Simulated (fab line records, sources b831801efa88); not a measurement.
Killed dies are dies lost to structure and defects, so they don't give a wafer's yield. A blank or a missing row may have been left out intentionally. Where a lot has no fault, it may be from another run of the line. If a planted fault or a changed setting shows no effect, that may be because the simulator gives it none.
Which tool did it? :: flow gf180mcu :: 13 lots with 38 wafers sampled at 6 steps, on a route of 602 steps

## WHAT THE GAUGES SHOWED, per wafer
GF_V4_THK_MEAS_03.
lot: L301
measured: day 23 08:22
on: film_metro-01
V4_CVD_02_THK (nm): 844 844 856

lot: L302
measured: day 23 15:15
on: film_metro-03
V4_CVD_02_THK (nm): 849 865 826

lot: L304
measured: day 24 18:50
on: film_metro-03
V4_CVD_02_THK (nm): 846 840 845

lot: L305
measured: day 25 02:22
on: film_metro-03
V4_CVD_02_THK (nm): 862 877 850

lot: L306
measured: day 25 08:47
on: film_metro-04
V4_CVD_02_THK (nm): 852 864 854

lot: L307
measured: day 25 14:07
on: film_metro-01
V4_CVD_02_THK (nm): 827 850 865

lot: L308
measured: day 25 21:46
on: film_metro-03
V4_CVD_02_THK (nm): 835 854 855

lot: L309
measured: day 26 08:31
on: film_metro-04
V4_CVD_02_THK (nm): 860 872 859

lot: L310
measured: day 26 17:26
on: film_metro-01
V4_CVD_02_THK (nm): 874 843 867

lot: L311
measured: day 27 00:22
on: film_metro-04
V4_CVD_02_THK (nm): 839 845 854

lot: L312
measured: day 27 13:18
on: film_metro-01
V4_CVD_02_THK (nm): 841 866 861

lot: L313
measured: day 27 21:04
on: film_metro-03
V4_CVD_02_THK (nm): 833 861 877

lot: L319
measured: day 29 05:32
on: film_metro-01
V4_CVD_02_THK (nm): 641 850

GF_V4_OVL_MEAS_15.
lot: L301
measured: day 24 06:20
on: overlay-01
V4_OVL (nm): -2 9 2

lot: L302
measured: day 24 13:49
on: overlay-02
V4_OVL (nm): 5 8 -3

lot: L304
measured: day 25 17:28
on: overlay-02
V4_OVL (nm): -1 3 3

lot: L305
measured: day 26 00:46
on: overlay-02
V4_OVL (nm): -9 -5 -2

lot: L306
measured: day 26 06:38
on: overlay-02
V4_OVL (nm): -8 6 -4

lot: L307
measured: day 26 11:50
on: overlay-02
V4_OVL (nm): -8 -11 -4

lot: L308
measured: day 26 18:36
on: overlay-02
V4_OVL (nm): -1 0 1

lot: L309
measured: day 27 06:03
on: overlay-02
V4_OVL (nm): -3 1 -4

lot: L310
measured: day 27 14:22
on: overlay-02
V4_OVL (nm): 1 -12 -7

lot: L311
measured: day 27 20:59
on: overlay-02
V4_OVL (nm): -1 13 -6

lot: L312
measured: day 28 09:28
on: overlay-02
V4_OVL (nm): -5 -4 7

lot: L313
measured: day 28 16:55
on: overlay-01
V4_OVL (nm): 1 -9 -4

lot: L319
measured: day 30 01:18
on: overlay-01
V4_OVL (nm): -1 3

## WHAT TOOL EACH LOT RAN ON (gives the tool, then ch and the chambers of the sampled wafers, and finally the start)
lot: L301
GF_V3_SPUTTER_22: pvd_sputter-03, day 22 08:17
GF_M4_SPUTTER_04: pvd_sputter-01, day 22 09:07
GF_V4_CVD_02: pecvd-04 ch 0,1,2, day 23 08:19
GF_V4_CMP_04: cmp-02 ch 0,1, day 23 08:27

lot: L302
GF_V3_SPUTTER_22: pvd_sputter-03, day 22 14:25
GF_M4_SPUTTER_04: pvd_sputter-01, day 22 15:13
GF_V4_CVD_02: pecvd-02 ch 1,2, day 23 15:10
GF_V4_CMP_04: cmp-01 ch 0,3, day 23 15:17

lot: L304
GF_V3_SPUTTER_22: pvd_sputter-01, day 23 19:08
GF_M4_SPUTTER_04: pvd_sputter-01, day 23 19:56
GF_V4_CVD_02: pecvd-04 ch 0,1,2, day 24 18:46
GF_V4_CMP_04: cmp-02 ch 0,1,2, day 24 18:54

lot: L305
GF_V3_SPUTTER_22: pvd_sputter-01, day 24 02:26
GF_M4_SPUTTER_04: pvd_sputter-03, day 24 03:15
GF_V4_CVD_02: pecvd-04 ch 0,1,2, day 25 02:18
GF_V4_CMP_04: cmp-01 ch 1,3, day 25 02:43

lot: L306
GF_V3_SPUTTER_22: pvd_sputter-01, day 24 09:52
GF_M4_SPUTTER_04: pvd_sputter-02, day 24 10:41
GF_V4_CVD_02: pecvd-04 ch 0,2, day 25 08:43
GF_V4_CMP_04: cmp-02 ch 1,2, day 25 08:51

lot: L307
GF_V3_SPUTTER_22: pvd_sputter-01, day 24 15:31
GF_M4_SPUTTER_04: pvd_sputter-03, day 24 16:19
GF_V4_CVD_02: pecvd-02 ch 0,2, day 25 14:02
GF_V4_CMP_04: cmp-01 ch 0,1,3, day 25 14:10

lot: L308
GF_V3_SPUTTER_22: pvd_sputter-04, day 24 22:21
GF_M4_SPUTTER_04: pvd_sputter-03, day 24 23:10
GF_V4_CVD_02: pecvd-04 ch 0,1,2, day 25 21:41
GF_V4_CMP_04: cmp-02 ch 1,2, day 25 21:49

lot: L309
GF_V3_SPUTTER_22: pvd_sputter-03, day 25 09:17
GF_M4_SPUTTER_04: pvd_sputter-02, day 25 10:05
GF_V4_CVD_02: pecvd-03 ch 0,1, day 26 08:24
GF_V4_CMP_04: cmp-02 ch 0,2, day 26 08:37

lot: L310
GF_V3_SPUTTER_22: pvd_sputter-04, day 25 18:35
GF_M4_SPUTTER_04: pvd_sputter-03, day 25 19:23
GF_V4_CVD_02: pecvd-02 ch 0,1,2, day 26 17:22
GF_V4_CMP_04: cmp-02 ch 1,2,3, day 26 17:32

lot: L311
GF_V3_SPUTTER_22: pvd_sputter-04, day 26 01:53
GF_M4_SPUTTER_04: pvd_sputter-03, day 26 02:42
GF_V4_CVD_02: pecvd-04 ch 1,2, day 27 00:16
GF_V4_CMP_04: cmp-01 ch 0,2,3, day 27 00:30

lot: L312
GF_V3_SPUTTER_22: pvd_sputter-03, day 26 14:32
GF_M4_SPUTTER_04: pvd_sputter-02, day 26 15:21
GF_V4_CVD_02: pecvd-04 ch 0,2, day 27 13:14
GF_V4_CMP_04: cmp-01 ch 1,2,3, day 27 13:28

lot: L313
GF_V3_SPUTTER_22: pvd_sputter-03, day 26 22:56
GF_M4_SPUTTER_04: pvd_sputter-01, day 26 23:47
GF_V4_CVD_02: pecvd-02 ch 0,2, day 27 21:00
GF_V4_CMP_04: cmp-01 ch 1,2,3, day 27 21:14

lot: L319
GF_V3_SPUTTER_22: pvd_sputter-01, day 28 08:14
GF_M4_SPUTTER_04: pvd_sputter-02, day 28 09:03
GF_V4_CVD_02: pecvd-04 ch 0,1, day 29 05:26
GF_V4_CMP_04: cmp-02 ch 1, day 29 05:37
- GF_V3_SPUTTER_22: material TiN, target thk 10 nm, time 40 s.
- GF_M4_SPUTTER_04: material TiN, target thk 50 nm, time 41.7 s.
- GF_V4_CVD_02: deposits SiO2 from TEOS, target thk 850 nm, time 94.851 s.
- GF_V4_CMP_04: polishes SiO2.

## WHAT THE TOOLS THEMSELVES READ (means of the sampled wafers that have a number; where no wafer has one, the mark that the record gives instead)
GF_V3_SPUTTER_22.
lot: L301
tool: pvd_sputter-03
throttle_valve_pct (%): 30.8

lot: L302
tool: pvd_sputter-03
throttle_valve_pct (%): 31.0

lot: L304
tool: pvd_sputter-01
throttle_valve_pct (%): 29.0

lot: L305
tool: pvd_sputter-01
throttle_valve_pct (%): 28.5

lot: L306
tool: pvd_sputter-01
throttle_valve_pct (%): 29.5

lot: L307
tool: pvd_sputter-01
throttle_valve_pct (%): 29.5

lot: L308
tool: pvd_sputter-04
throttle_valve_pct (%): 31.1

lot: L309
tool: pvd_sputter-03
throttle_valve_pct (%): 30.5

lot: L310
tool: pvd_sputter-04
throttle_valve_pct (%): 30.5

lot: L311
tool: pvd_sputter-04
throttle_valve_pct (%): 30.8

lot: L312
tool: pvd_sputter-03
throttle_valve_pct (%): 30.9

lot: L313
tool: pvd_sputter-03
throttle_valve_pct (%): 31.1

lot: L319
tool: pvd_sputter-01
throttle_valve_pct (%): 27.6

GF_M4_SPUTTER_04.
lot: L301
tool: pvd_sputter-01
throttle_valve_pct (%): 28.6

lot: L302
tool: pvd_sputter-01
throttle_valve_pct (%): 28.8

lot: L304
tool: pvd_sputter-01
throttle_valve_pct (%): 28.6

lot: L305
tool: pvd_sputter-03
throttle_valve_pct (%): 31.1

lot: L306
tool: pvd_sputter-02
throttle_valve_pct (%): 30.8

lot: L307
tool: pvd_sputter-03
throttle_valve_pct (%): 30.9

lot: L308
tool: pvd_sputter-03
throttle_valve_pct (%): 30.9

lot: L309
tool: pvd_sputter-02
throttle_valve_pct (%): 28.3

lot: L310
tool: pvd_sputter-03
throttle_valve_pct (%): 30.4

lot: L311
tool: pvd_sputter-03
throttle_valve_pct (%): 31.0

lot: L312
tool: pvd_sputter-02
throttle_valve_pct (%): 29.1

lot: L313
tool: pvd_sputter-01
throttle_valve_pct (%): 28.7

lot: L319
tool: pvd_sputter-02
throttle_valve_pct (%): 31.1

GF_V4_CVD_02.
lot: L301
tool: pecvd-04
heater_power_outer_w (W): 370
heater_power_w (W): 624
susceptor_temp_C (C): 399.88

lot: L302
tool: pecvd-02
heater_power_outer_w (W): 408
heater_power_w (W): 708
susceptor_temp_C (C): 399.95

lot: L304
tool: pecvd-04
heater_power_outer_w (W): 374
heater_power_w (W): 636
susceptor_temp_C (C): 399.83

lot: L305
tool: pecvd-04
heater_power_outer_w (W): 418
heater_power_w (W): 680
susceptor_temp_C (C): 399.82

lot: L306
tool: pecvd-04
heater_power_outer_w (W): 330
heater_power_w (W): 578
susceptor_temp_C (C): 400.07

lot: L307
tool: pecvd-02
heater_power_outer_w (W): 398
heater_power_w (W): 700
susceptor_temp_C (C): 399.91

lot: L308
tool: pecvd-04
heater_power_outer_w (W): 391
heater_power_w (W): 653
susceptor_temp_C (C): 400.19

lot: L309
tool: pecvd-03
heater_power_outer_w (W): 312
heater_power_w (W): 534
susceptor_temp_C (C): 399.80

lot: L310
tool: pecvd-02
heater_power_outer_w (W): 355
heater_power_w (W): 645
susceptor_temp_C (C): 399.85

lot: L311
tool: pecvd-04
heater_power_outer_w (W): 395
heater_power_w (W): 648
susceptor_temp_C (C): 400.12

lot: L312
tool: pecvd-04
heater_power_outer_w (W): 388
heater_power_w (W): 634
susceptor_temp_C (C): 400.03

lot: L313
tool: pecvd-02
heater_power_outer_w (W): 380
heater_power_w (W): 675
susceptor_temp_C (C): 399.87

lot: L319
tool: pecvd-04
heater_power_outer_w (W): 387
heater_power_w (W): 656
susceptor_temp_C (C): 399.97

GF_V4_CMP_04.
lot: L301
tool: cmp-02
motor_current_A (A): 12.3
retaining_ring_pressure_frac: 1.003
time_to_endpoint_s (s): 81

lot: L302
tool: cmp-01
motor_current_A (A): 10.3
retaining_ring_pressure_frac: 1.006
time_to_endpoint_s (s): 79

lot: L304
tool: cmp-02
motor_current_A (A): 11.7
retaining_ring_pressure_frac: 1.001
time_to_endpoint_s (s): 79

lot: L305
tool: cmp-01
motor_current_A (A): 9.9
retaining_ring_pressure_frac: 1.000
time_to_endpoint_s (s): 80

lot: L306
tool: cmp-02
motor_current_A (A): 12.2
retaining_ring_pressure_frac: 1.002
time_to_endpoint_s (s): 86

lot: L307
tool: cmp-01
motor_current_A (A): 11.1
retaining_ring_pressure_frac: 1.003
time_to_endpoint_s (s): 81

lot: L308
tool: cmp-02
motor_current_A (A): 11.7
retaining_ring_pressure_frac: 0.999
time_to_endpoint_s (s): 84

lot: L309
tool: cmp-02
motor_current_A (A): 11.7
retaining_ring_pressure_frac: 1.000
time_to_endpoint_s (s): 84

lot: L310
tool: cmp-02
motor_current_A (A): 12.0
retaining_ring_pressure_frac: 1.002
time_to_endpoint_s (s): 83

lot: L311
tool: cmp-01
motor_current_A (A): 11.1
retaining_ring_pressure_frac: 0.996
time_to_endpoint_s (s): 80

lot: L312
tool: cmp-01
motor_current_A (A): 11.5
retaining_ring_pressure_frac: 0.999
time_to_endpoint_s (s): 81

lot: L313
tool: cmp-01
motor_current_A (A): 11.0
retaining_ring_pressure_frac: 0.999
time_to_endpoint_s (s): 82

lot: L319
tool: cmp-02
motor_current_A (A): 12.0
retaining_ring_pressure_frac: 0.998
time_to_endpoint_s (s): 42

## THE ANSWER, worked out from the rows above alone
Rule: usual is defined by the lots themselves. The widest of any qualifying gaps counts: lots, ordered by their means at a reading, are off when they make up no more than a third of the lots, leave a main group of 4 or more, and stand apart from it by 3 or more times the standard deviation of that group's means. If all means in a main group match to the digits the tables above print for the reading, that group is not used. A lot without any number at a reading at which 4 lots or more have one is off too. Where the step has rows for the other lots, those lots are counted as sound. After the gauges, taken in route order, come the tools' own readings; for these a lot's mean is taken, as printed above. At the first step where some lot is off, the reading lying furthest off is the one used; lots without a number count as furthest.
Off: at GF_V4_THK_MEAS_03 (V4_CVD_02_THK), L319. The main group has a mean of 853 nm with a standard deviation of 7.
A tool fits if, at a process step before that reading, it ran every lot that is off, and no sound lot after the first of them. Not tried: the gauges at GF_V4_THK_MEAS_03; whatever is off there is also off at GF_V4_CMP_04, on other tools, and gauge error can't account for it. Can't be told from this: 3 tools fit, pvd_sputter-01 at GF_V3_SPUTTER_22, pvd_sputter-02 at GF_M4_SPUTTER_04, pecvd-04 at GF_V4_CVD_02.

## WHAT HAD BEEN PUT IN BY THE SIMULATOR
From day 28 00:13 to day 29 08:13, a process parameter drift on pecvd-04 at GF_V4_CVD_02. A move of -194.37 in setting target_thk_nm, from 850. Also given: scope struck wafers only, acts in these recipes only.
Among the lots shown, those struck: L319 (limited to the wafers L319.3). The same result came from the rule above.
